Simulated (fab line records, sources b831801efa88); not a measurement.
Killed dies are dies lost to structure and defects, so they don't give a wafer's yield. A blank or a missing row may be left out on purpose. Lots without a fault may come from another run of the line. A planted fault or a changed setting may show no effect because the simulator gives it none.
Problem report in the 8D (eight disciplines) form, filled by code | flow gf180mcu | the parts of the form that need people (team, actions taken, sign-off) are left out

1. THE PROBLEM
spin_speed_rpm at GF_HV_LDD_COAT_41 reads a mean of 3291.1 rpm on 6 wafers of 2 lots; wafers without a fault read 2999.9 rpm with a standard deviation of 2.3. That is +99 or more standard deviations from the usual mean.
The step: resist thk 1000 nm.
First seen on wafer L498.2, day 16 23:50, on litho_track-02. The record holds 39 wafers of 13 lots with a number at this step. Rule for "out", or "out of limits": more than 4 standard deviations from the usual mean. The other wafers with a number count as sound.

2. WHAT IT IS AND WHAT IT IS NOT
question                    | is                     | is not
which readings at this step | spin_speed_rpm         | -
which lots                  | L498, L500             | L484, L485, L486, L488, L489, L490, L491, L492, L494, L495, L505
which wafers of those lots  | all that have a number | -
read on which tools         | litho_track-02         | litho_track-01, litho_track-04
when                        | from day 16 23:50      | up to then (30 sound wafers); but 3 sound wafers of L505 came after

3. SUSPECTS, AND WHAT RULES EACH OUT
Counting: a tool at a process step up to the reading stays a suspect if it ran every lot that is out and no sound lot after the first of them.
- litho_track-02 at GF_HV_LDD_COAT_41 (resist thk 1000 nm): kept. It ran every lot that is out, first L498 (day 16 23:50), and no sound lot after that; its last sound lot up to then is L495 (day 16 07:15). Its own readings are out on those wafers: spin_speed_rpm.
Left after counting: litho_track-02 at GF_HV_LDD_COAT_41.

4. THE CAUSE (what the simulator had put in)
Process parameter drift: litho_track-02, from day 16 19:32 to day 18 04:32, at GF_HV_LDD_COAT_41. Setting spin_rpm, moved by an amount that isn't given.
Counting left only this tool.

5. THE CHAIN OF EFFECTS, in route order
Each row: a reading whose mean over the struck wafers that have a number lies more than 3 standard deviations from the usual. Only readings for which the record gives a usual standard deviation are gone through. hours: the time from each lot's start at the first step in this table that gives one to its start at this step, as a median over the lots. sigmas: the change in usual standard deviations.
hours | step               | reading                  | usual      | on struck wafers | change | sigmas
0     | GF_HV_LDD_COAT_41  | spin_speed_rpm           | 2999.9 rpm | 3291.1           | +291.2 | +99 or more
12    | GF_HV_LDD_STRIP_49 | strip_time_to_endpoint_s | 12.62 s    | 12.08            | -0.54  | -15
The process steps in it:
- GF_HV_LDD_COAT_41: resist thk 1000 nm.
- GF_HV_LDD_STRIP_49: strips in O2/N2.
Later measuring or inspecting steps at which every struck wafer that the step has a row for has a number for every such reading, and none has moved that far: GF_M2_OVL_MEAS_15.

6. WHAT WOULD HAVE CAUGHT IT SOONER
In this record the first reading out of limits was taken at day 16 23:50, 4 hours after the fault began at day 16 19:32.
